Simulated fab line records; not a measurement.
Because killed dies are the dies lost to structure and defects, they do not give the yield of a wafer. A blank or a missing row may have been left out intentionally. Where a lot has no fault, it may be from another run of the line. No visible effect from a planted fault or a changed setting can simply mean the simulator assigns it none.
fab line records | flow sky130
[record] lots = 13 | wafers = 37 | last_day = 50
route steps=708 shown LDD_HVN@274 LDD_LDN@296 PAD_OPEN@708
lots untouched by any fault: they come from a run of this same line in which no faults occurred
start_h: hours from the record's opening day to when the first of the lot's shown wafers began | wait_h: hours since the lot's step before | " repeats the value in the row above | L1.1+2: a single row standing in for several wafers | - value missing, or start not given | * or withheld: withheld | < > ~ a bound
route shown NAME@n: a module of which the file shows steps, and the number in the route of the first | usual: average and standard deviation across the fault-free wafers | same: alike in all rows | chamber/n: place in a boat | sites: readings site by site | _std_site: the standard deviation of these | _edge_site: inner sites' mean taken away from outer sites' mean | radius_mm: for every site, how far away it sits from the centre of the wafer | mask NAME#n: copy n | behind: the last tool/chamber to shape the wafer | hold: cause of the lot's hold/its duration in hours/its outcome | device: names the non-switching transistor (n, p or np) | end of line: the same wafers' tests at the end of the route | for a step that has no rows: nothing shown but its recipe | killed: dies that structure and defects cost at the first sort, which is not the same as the wafer's yield | map: the dies of a wafer, with x for killed, . for not killed, _ for no die there
set.NAME: the setting as run; set.NAME@STEP: as run at that earlier step | model.NAME: the simulator's own value behind a step, which no gauge read
the route's steps for a sample of lots (tables are steps, rows are wafers)
services: when a tool's chamber went out of use (start_h, in hours from the record's first day, below 0 if earlier), for how many hours, and the reason
[[steps]]
[step SKY_LDD_HVN_OVL_MEAS_07]
[usual] LDD_HVN_OVL = -1.2/1.4
lot.wafer | tool       | chamber | start_h | wait_h | LDD_HVN_OVL[nm]
L550.4    | overlay-02 | -       | 463.72  | 0.1    | 0.5
L550.5    | "          | -       | "       | "      | 1.9
L550.6    | "          | -       | "       | "      | -2.1
L552.1    | overlay-01 | -       | 477.58  | 0.1    | -1.0
L552.4    | "          | -       | "       | "      | -0.8
L552.5    | "          | -       | "       | "      | -0.9
L551.2    | overlay-02 | -       | 487.49  | 0.1    | -1.0
L551.5    | "          | -       | "       | "      | -3.2
L551.6    | "          | -       | "       | "      | -1.5
L553.1    | overlay-02 | -       | 490.68  | 0.1    | -0.3
L553.4    | "          | -       | "       | "      | -0.3
L554.2    | overlay-02 | -       | 497.04  | 0.1    | -0.6
L554.4    | "          | -       | "       | "      | -0.8
L562.1    | overlay-02 | -       | 575.21  | 0.1    | -2.7
L562.2    | "          | -       | "       | "      | -1.9
L562.6    | "          | -       | "       | "      | -3.5
L563.2    | overlay-02 | -       | 580.94  | 0.1    | -2.3
L563.4    | "          | -       | "       | "      | -2.2
L563.5    | "          | -       | "       | "      | -2.0
L564.1    | overlay-01 | -       | 592.28  | 0.1    | 0.5
L564.3    | "          | -       | "       | "      | -3.1
L564.5    | "          | -       | "       | "      | -1.6
L565.3    | overlay-01 | -       | 600.99  | 0.1    | -0.4
L565.4    | "          | -       | "       | "      | -1.4
L565.6    | "          | -       | "       | "      | -1.1
L566.2    | overlay-02 | -       | 604.34  | 0.1    | -2.8
L566.4    | "          | -       | "       | "      | -0.6
L566.6    | "          | -       | "       | "      | -0.9
L569.1    | overlay-01 | -       | 633.10  | 0.1    | -1.0
L569.4    | "          | -       | "       | "      | -2.2
L569.6    | "          | -       | "       | "      | -1.7
L572.1    | overlay-01 | -       | 653.16  | 0.1    | -0.7
L572.4    | "          | -       | "       | "      | -0.8
L572.6    | "          | -       | "       | "      | -1.2
L573.1    | overlay-01 | -       | 656.48  | 0.1    | -1.9
L573.2    | "          | -       | "       | "      | 0.4
L573.4    | "          | -       | "       | "      | -1.5
[step SKY_LDD_HVN_IMPLANT_08]
[recipe] species = P | energy_kev = 60 | dose_cm2 = 3e+13 | tilt_deg = 40
[usual] beam_on_s = 9.99/0.2 | faraday_current_uA = 169/3.2
lot.wafer | tool         | chamber | start_h | wait_h | beam_on_s | faraday_current_uA
L550.4    | implanter-01 | 0       | 463.81  | 0.1    | 9.77      | 173
L550.5    | "            | 0       | "       | "      | 10.06     | 168
L550.6    | "            | 0       | "       | "      | 10.12     | 167
L552.1    | implanter-01 | 0       | 477.62  | 0.0    | 9.95      | 170
L552.4    | "            | 0       | "       | "      | 10.15     | 166
L552.5    | "            | 0       | "       | "      | 10.28     | 164
L551.2    | implanter-01 | 0       | 487.54  | 0.0    | 10.14     | 167
L551.5    | "            | 0       | "       | "      | 9.95      | 170
L551.6    | "            | 0       | "       | "      | 10.25     | 165
L553.1    | implanter-01 | 0       | 490.72  | 0.0    | 9.85      | 171
L553.4    | "            | 0       | "       | "      | 10.04     | 168
L554.2    | implanter-01 | 0       | 497.09  | 0.0    | 10.19     | 166
L554.4    | "            | 0       | "       | "      | 10.10     | 168
L562.1    | implanter-03 | 0       | 575.25  | 0.0    | 9.88      | 171
L562.2    | "            | 0       | "       | "      | 10.08     | 169
L562.6    | "            | 0       | "       | "      | 9.81      | 174
L563.2    | implanter-01 | 0       | 580.99  | 0.0    | 9.81      | 172
L563.4    | "            | 0       | "       | "      | 9.85      | 172
L563.5    | "            | 0       | "       | "      | 9.85      | 172
L564.1    | implanter-01 | 0       | 592.32  | 0.0    | 9.83      | 172
L564.3    | "            | 0       | "       | "      | 10.20     | 165
L564.5    | "            | 0       | "       | "      | 9.81      | 172
L565.3    | implanter-01 | 0       | 601.07  | 0.1    | 10.27     | 165
L565.4    | "            | 0       | "       | "      | 10.05     | 168
L565.6    | "            | 0       | "       | "      | 10.01     | 169
L566.2    | implanter-03 | 0       | 604.39  | 0.0    | 10.23     | 166
L566.4    | "            | 0       | "       | "      | 10.09     | 167
L566.6    | "            | 0       | "       | "      | 10.21     | 165
L569.1    | implanter-04 | 0       | 633.14  | 0.0    | 9.85      | 170
L569.4    | "            | 0       | "       | "      | 10.01     | 169
L569.6    | "            | 0       | "       | "      | 10.09     | 168
L572.1    | implanter-03 | 0       | 653.20  | 0.0    | 9.96      | 171
L572.4    | "            | 0       | "       | "      | 9.93      | 170
L572.6    | "            | 0       | "       | "      | 10.06     | 168
L573.1    | implanter-01 | 0       | 656.52  | 0.0    | 10.27     | 165
L573.2    | "            | 0       | "       | "      | 9.69      | 174
L573.4    | "            | 0       | "       | "      | 9.92      | 171
[step SKY_LDD_HVN_STRIP_09]
[recipe] chemistry = O2/N2 | power_w = 1400 | pressure_mtorr = 1500 | platen_temp_c = withheld | o2_flow_sccm = 3000 | n2_flow_sccm = 300 | overash_fraction = 0.5
[usual] drypump_motor_current_A = 5.5/0.35 | oes_product_au = 0.408/0.0041 | strip_time_to_endpoint_s = 4.137/0.013
lot.wafer | tool            | chamber | start_h | wait_h | drypump_motor_current_A | oes_product_au | rf_hours_counter_h | strip_time_to_endpoint_s
L550.4    | plasma_asher-01 | 1       | 463.92  | 0.1    | 5.5                     | 0.408          | -                  | 4.120
L550.5    | "               | 1       | "       | "      | 5.5                     | 0.410          | -                  | 4.124
L550.6    | "               | 0       | "       | "      | 5.6                     | 0.408          | -                  | 4.115
L552.1    | plasma_asher-01 | 1       | 477.77  | 0.1    | 5.5                     | 0.407          | 80                 | 4.151
L552.4    | "               | 0       | "       | "      | 5.6                     | 0.406          | -                  | 4.148
L552.5    | "               | 1       | "       | "      | 5.5                     | 0.413          | -                  | 4.134
L551.2    | plasma_asher-01 | 1       | 487.67  | 0.1    | 5.5                     | 0.406          | 81                 | 4.132
L551.5    | "               | 1       | "       | "      | 5.5                     | 0.409          | -                  | 4.147
L551.6    | "               | 0       | "       | "      | 5.6                     | 0.408          | -                  | 4.146
L553.1    | plasma_asher-04 | 1       | 490.87  | 0.1    | 5.4                     | 0.412          | 40                 | 4.127
L553.4    | "               | 0       | "       | "      | 5.8                     | 0.402          | -                  | 4.141
L554.2    | plasma_asher-02 | 0       | 497.22  | 0.1    | 5.8                     | 0.411          | 59                 | 4.142
L554.4    | "               | 0       | "       | "      | 5.8                     | 0.409          | -                  | 4.151
L562.1    | plasma_asher-01 | 0       | 575.40  | 0.1    | 5.6                     | 0.406          | 90                 | 4.150
L562.2    | "               | 1       | "       | "      | 5.5                     | 0.400          | 90                 | 4.148
L562.6    | "               | 0       | "       | "      | 5.6                     | 0.412          | -                  | 4.137
L563.2    | plasma_asher-01 | 0       | 581.12  | 0.1    | 5.5                     | 0.408          | 91                 | 4.118
L563.4    | "               | 1       | "       | "      | 5.5                     | 0.401          | -                  | 4.119
L563.5    | "               | 1       | "       | "      | 5.6                     | 0.405          | -                  | 4.118
L564.1    | plasma_asher-01 | 0       | 592.47  | 0.1    | 5.6                     | 0.412          | 92                 | 4.135
L564.3    | "               | 0       | "       | "      | 5.5                     | 0.400          | -                  | 4.137
L564.5    | "               | 0       | "       | "      | 5.5                     | 0.401          | -                  | 4.134
L565.3    | plasma_asher-02 | 0       | 601.20  | 0.1    | 5.8                     | 0.405          | -                  | 4.140
L565.4    | "               | 1       | "       | "      | 4.7                     | 0.403          | -                  | 4.102
L565.6    | "               | 1       | "       | "      | 4.7                     | 0.401          | -                  | 4.126
L566.2    | plasma_asher-01 | 1       | 604.52  | 0.1    | 5.5                     | 0.405          | 93                 | 4.135
L566.4    | "               | 1       | "       | "      | 5.5                     | 0.406          | -                  | 4.139
L566.6    | "               | 0       | "       | "      | 5.5                     | 0.409          | -                  | 4.139
L569.1    | plasma_asher-04 | 1       | 633.29  | 0.1    | 5.3                     | 0.408          | 54                 | 4.161
L569.4    | "               | 0       | "       | "      | 5.9                     | 0.404          | -                  | 4.137
L569.6    | "               | 0       | "       | "      | 5.8                     | 0.413          | -                  | 4.133
L572.1    | plasma_asher-04 | 1       | 653.35  | 0.1    | 5.3                     | 0.411          | 56                 | 4.139
L572.4    | "               | 1       | "       | "      | 5.4                     | 0.418          | -                  | 4.117
L572.6    | "               | 0       | "       | "      | 5.8                     | 0.408          | -                  | 4.131
L573.1    | plasma_asher-04 | 0       | 656.67  | 0.1    | 5.8                     | 0.410          | 57                 | 4.137
L573.2    | "               | 1       | "       | "      | 5.4                     | 0.410          | 57                 | 4.137
L573.4    | "               | 0       | "       | "      | 5.9                     | 0.410          | -                  | 4.145
[step SKY_LDD_HVN_TW_MEAS_10]
[usual] LDD_HVN_TW = 1436/11
lot.wafer | tool          | chamber | start_h | wait_h | hold                     | LDD_HVN_TW
L550.4    | film_metro-01 | -       | 464.02  | 0.1    | -                        | 1437
L550.5    | "             | -       | "       | "      | -                        | 1440
L550.6    | "             | -       | "       | "      | -                        | 1433
L552.1    | film_metro-01 | -       | 477.87  | 0.1    | -                        | 1446
L552.4    | "             | -       | "       | "      | -                        | 1444
L552.5    | "             | -       | "       | "      | -                        | 1443
L551.2    | film_metro-01 | -       | 487.78  | 0.1    | -                        | 1397
L551.5    | "             | -       | "       | "      | -                        | 1465
L551.6    | "             | -       | "       | "      | -                        | 1450
L553.1    | film_metro-03 | -       | 490.97  | 0.1    | await_dispo/0.2h/release | 1371
L553.4    | "             | -       | "       | "      | await_dispo/0.2h/release | 1426
L553.1    | film_metro-03 | -       | 491.19  | 0.2    | -                        | 1363
L553.4    | "             | -       | "       | "      | -                        | 1429
L554.2    | film_metro-03 | -       | 497.33  | 0.1    | await_dispo/0.2h/release | 1362
L554.4    | "             | -       | "       | "      | await_dispo/0.2h/release | 1436
L554.2    | film_metro-03 | -       | 497.55  | 0.2    | -                        | 1375
L554.4    | "             | -       | "       | "      | -                        | 1432
L562.1    | film_metro-04 | -       | 575.50  | 0.1    | -                        | 1423
L562.2    | "             | -       | "       | "      | -                        | 1427
L562.6    | "             | -       | "       | "      | -                        | 1428
L563.2    | film_metro-03 | -       | 581.23  | 0.1    | -                        | 1420
L563.4    | "             | -       | "       | "      | -                        | 1419
L563.5    | "             | -       | "       | "      | -                        | 1421
L564.1    | film_metro-04 | -       | 592.57  | 0.1    | -                        | 1447
L564.3    | "             | -       | "       | "      | -                        | 1441
L564.5    | "             | -       | "       | "      | -                        | 1442
L565.3    | film_metro-04 | -       | 601.29  | 0.1    | -                        | 1430
L565.4    | "             | -       | "       | "      | -                        | 1425
L565.6    | "             | -       | "       | "      | -                        | 1430
L566.2    | film_metro-01 | -       | 604.63  | 0.1    | -                        | 1445
L566.4    | "             | -       | "       | "      | -                        | 1439
L566.6    | "             | -       | "       | "      | -                        | 1443
L569.1    | film_metro-03 | -       | 633.39  | 0.1    | -                        | 1430
L569.4    | "             | -       | "       | "      | -                        | 1431
L569.6    | "             | -       | "       | "      | -                        | 1433
L572.1    | film_metro-01 | -       | 653.45  | 0.1    | -                        | 1455
L572.4    | "             | -       | "       | "      | -                        | 1453
L572.6    | "             | -       | "       | "      | -                        | 1457
L573.1    | film_metro-04 | -       | 656.77  | 0.1    | -                        | 1435
L573.2    | "             | -       | "       | "      | -                        | 1422
L573.4    | "             | -       | "       | "      | -                        | 1434
[step SKY_LDD_LDN_OVL_MEAS_07]
[usual] LDD_LDN_OVL = 0.1/1.7
lot.wafer | tool       | chamber | start_h | wait_h | LDD_LDN_OVL[nm]
L550.4    | overlay-01 | -       | 525.20  | 0.1    | 0.1
L550.5    | "          | -       | "       | "      | 1.5
L550.6    | "          | -       | "       | "      | -0.7
L552.1    | overlay-01 | -       | 538.37  | 0.1    | -0.5
L552.4    | "          | -       | "       | "      | 0.6
L552.5    | "          | -       | "       | "      | -0.5
L551.2    | overlay-02 | -       | 547.69  | 0.1    | 0.5
L551.5    | "          | -       | "       | "      | -0.5
L551.6    | "          | -       | "       | "      | 0.0
L553.1    | overlay-01 | -       | 552.00  | 0.1    | 2.8
L553.4    | "          | -       | "       | "      | 2.3
L554.2    | overlay-01 | -       | 558.91  | 0.1    | -2.2
L554.4    | "          | -       | "       | "      | -2.5
L562.1    | overlay-01 | -       | 633.87  | 0.1    | 0.4
L562.2    | "          | -       | "       | "      | 0.5
L562.6    | "          | -       | "       | "      | 0.6
L563.2    | overlay-01 | -       | 639.19  | 0.1    | 0.6
L563.4    | "          | -       | "       | "      | -1.2
L563.5    | "          | -       | "       | "      | -2.1
L564.1    | overlay-01 | -       | 650.20  | 0.1    | -2.8
L564.3    | "          | -       | "       | "      | -1.5
L564.5    | "          | -       | "       | "      | -2.5
L565.3    | overlay-01 | -       | 659.28  | 0.1    | 1.0
L565.4    | "          | -       | "       | "      | -0.4
L565.6    | "          | -       | "       | "      | -0.4
L566.2    | overlay-01 | -       | 661.69  | 0.1    | 3.0
L566.4    | "          | -       | "       | "      | 2.8
L566.6    | "          | -       | "       | "      | 6.0
L569.1    | overlay-02 | -       | 689.83  | 0.1    | -0.8
L569.4    | "          | -       | "       | "      | -0.5
L569.6    | "          | -       | "       | "      | -1.3
L572.1    | overlay-01 | -       | 709.98  | 0.1    | -1.2
L572.4    | "          | -       | "       | "      | -0.3
L572.6    | "          | -       | "       | "      | -0.9
L573.1    | overlay-02 | -       | 713.78  | 0.1    | 1.3
L573.2    | "          | -       | "       | "      | 1.8
L573.4    | "          | -       | "       | "      | 0.0
[step SKY_PAD_OPEN_PROBE_99]
[usual] killed_at_M0_to_M3 = 44/7 | killed_at_M4_up = 3.0/1.7 | killed_at_contacts = 24/5.2 | killed_at_front_end = 15/4.8 | killed_at_other = 0.2/0.56 | killed_dies = 86/9.7 | killed_open = 47/7.1 | killed_short = 39/6.3
[same] gross_dies = 492 | killed_at_back_side = 0
lot.wafer | tool      | chamber | start_h | wait_h | killed_at_M0_to_M3 | killed_at_M4_up | killed_at_contacts | killed_at_front_end | killed_at_other | killed_dies | killed_open | killed_short
L553.4    | prober-01 | -       | 1097.59 | 0.2    | 43                 | 1               | 26                 | 6                   | 0               | 76          | 42          | 34
// killed by level:class
L553.4 VIA1:geometric_particle:open=14 VIA3:geometric_particle:open=9 CONTACT:geometric_particle:open=8 LOCAL_INTERCONNECT:geometric_particle:short=7 METAL2:geometric_particle:short=6 CONTACT:geometric_particle:short=4 LI_CONTACT:geometric_particle:short=3 LI_CONTACT:geometric_particle:open=3
[[services]]
tool            | chamber | start_h | hours | kind
implanter-04    | -       | 440.80  | 1.8   | repair
implanter-03    | -       | 494.57  | 3.1   | pm
implanter-01    | -       | 522.85  | 5.2   | pm
implanter-04    | -       | 552.11  | 1.3   | repair
implanter-03    | -       | 579.24  | 3.1   | pm
plasma_asher-04 | -       | 597.73  | 10.6  | repair
implanter-04    | -       | 636.91  | 2.9   | repair
implanter-03    | -       | 655.95  | 3.8   | repair
[[key]]
[first_sign] step = SKY_LDD_HVN_TW_MEAS_10 | reading = visit | direction = added
[effect] step = SKY_LDD_HVN_TW_MEAS_10 | reading = LDD_HVN_TW | direction = down | sigmas = 5.5 | usual = 1436 | struck = 1377
met_at SKY_LDD_HVN_IMPLANT_08
struck_lots L551,L553,L554
struck_wafers L551.2,L553.1,L554.2
tester_left_out L551,L553,L554
not_acting_at SKY_LDD_HVN_OVL_MEAS_07,SKY_LDD_HVN_STRIP_09,SKY_LDD_LDN_OVL_MEAS_07
onset_between 477.62 487.54
[fault] kind = process_parameter_drift | tool = implanter-01 | chamber = - | onset_h = 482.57 | steps = SKY_LDD_HVN_IMPLANT_08 | channel = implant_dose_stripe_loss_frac | offset = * | shape = step | end_h = 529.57 | scope = struck_wafers_only
// tester_left_out: of these lots the tester's yield and bins aren't shown, on N5 and GAA mostly nor the transistor test; their killed dies are dies lost to structure and defects alone, not to doping, threshold or leakage, so they don't give the yield
